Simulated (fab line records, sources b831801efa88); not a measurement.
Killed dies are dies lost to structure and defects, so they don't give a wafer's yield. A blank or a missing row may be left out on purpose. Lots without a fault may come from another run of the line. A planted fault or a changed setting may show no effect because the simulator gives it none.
Split-lot experiment | flow sky130 | 5 lots, 23 wafers read, on a route of 708 steps

THE SPLIT
At SKY_POLY_GATE_ETCH_17 (etches poly-Si in HBr/Cl2, stops on SiO2, target depth 180 nm, time 70.5 s), the setting over_etch_frac was moved away from the recipe's 0.56667 on 9 of the 23 wafers read, by -17.4% to +29.1%. The other wafers ran this setting at the recipe's value.

The reading is taken at the split's own step.

THE READING
oes_product_au, in a.u., at SKY_POLY_GATE_ETCH_17 (etches poly-Si in HBr/Cl2, stops on SiO2, target depth 180 nm, time 70.5 s). Fault-free wafers of this fab line usually give 0.984 a.u., standard deviation 0.0074 a.u..

wafer  | tool, chamber at the split | over_etch_frac as run | against the recipe | oes_product_au, a.u. | against lot-mates on the recipe
L075.1 | rie_si-02, 3               | 0.6289                | +11.0%             | 0.966                | -0.021
L075.2 | rie_si-02, 0               | 0.56667               | recipe             | 0.992                | -
L075.3 | rie_si-02, 1               | 0.56667               | recipe             | 0.988                | -
L075.4 | rie_si-02, 2               | 0.56667               | recipe             | 0.982                | -
L075.6 | rie_si-02, 0               | 0.6289                | +11.0%             | 0.964                | -0.023
L077.2 | rie_si-01, 1               | 0.56667               | recipe             | 0.990                | -
L077.3 | rie_si-01, 3               | 0.56667               | recipe             | 0.993                | -
L077.5 | rie_si-01, 3               | 0.56667               | recipe             | 0.990                | -
L079.1 | rie_si-01, 3               | 0.56667               | recipe             | 0.985                | -
L079.2 | rie_si-01, 2               | 0.7315                | +29.1%             | 0.918                | -0.070
L079.4 | rie_si-01, 0               | 0.56667               | recipe             | 0.990                | -
L079.5 | rie_si-01, 1               | 0.7315                | +29.1%             | 0.921                | -0.067
L079.6 | rie_si-01, 2               | 0.7315                | +29.1%             | 0.921                | -0.067
L081.1 | rie_si-02, 0               | 0.56667               | recipe             | 0.978                | -
L081.2 | rie_si-02, 3               | 0.6983                | +23.2%             | 0.938                | -0.043
L081.3 | rie_si-02, 2               | 0.6983                | +23.2%             | 0.940                | -0.041
L081.4 | rie_si-02, 1               | 0.56667               | recipe             | 0.981                | -
L081.6 | rie_si-02, 1               | 0.56667               | recipe             | 0.985                | -
L085.1 | rie_si-02, 3               | 0.56667               | recipe             | 0.969                | -
L085.2 | rie_si-02, 1               | 0.4681                | -17.4%             | 0.973                | +0.000
L085.4 | rie_si-02, 0               | 0.56667               | recipe             | 0.983                | -
L085.5 | rie_si-02, 3               | 0.4681                | -17.4%             | 0.990                | +0.017
L085.6 | rie_si-02, 2               | 0.56667               | recipe             | 0.967                | -

THE FIT
A straight line over all 23 wafers: oes_product_au changes by -0.00164 a.u. for each +1% of over_etch_frac; r = -0.88; the points scatter about the line by 0.012 a.u..
The same after taking each lot's own level away (the mean of its wafers on the recipe; 23 wafers): -0.00183 a.u. for each +1%; r = -0.94; scatter 0.0091 a.u..
On that fit, the largest move of over_etch_frac shifts the reading by 0.053 a.u..
The lots' own levels span 0.9730 to 0.9910 a.u., that is 2.4 times the standard deviation above.
So the lot-to-lot level changes the slope: the two fits differ.
Check: with one of the wafers moved furthest among these (+29.1%) left out of the fit, the line predicts -0.0543 a.u. for it against its lot-mates. It came out at -0.0695 a.u. against them.
Tool readings at the split's step, against how far the setting was moved: oes_product_au r = -0.88.

OTHER SPLITS ON THESE WAFERS
These wafers also went through other splits before the reading. Each is held against what the fit with the lots' levels taken away leaves over:
other split on the same wafers         | wafers away from the commonest value | r with oes_product_au (lot level and that fit taken away)
SKY_VT_ADJUST_NCORE_EXPOSE_04 dose_mj  | 5                                    | -0.28
SKY_VT_ADJUST_HVTR_COAT_02 spin_rpm    | 8                                    | -0.33
SKY_VT_ADJUST_HVTR_IMPLANT_09 dose_cm2 | 7                                    | -0.10
SKY_SONOS_TUNNEL_DEVELOP_06 dev_temp_c | 10                                   | +0.07
SKY_SONOS_TUNNEL_IMPLANT_09 energy_kev | 8                                    | -0.22
SKY_SONOS_ONO_SOFTBAKE_09 temp_c       | 7                                    | +0.28
SKY_GATE_OXIDE_COAT_05 resist_thk_nm   | 5                                    | +0.04
SKY_GATE_OXIDE_IMPLANT_11 dose_cm2     | 10                                   | +0.21

THE FILE'S OWN FIT
oes_product_au changes by -0.00185 a.u. for each +1% of over_etch_frac, r = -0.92.
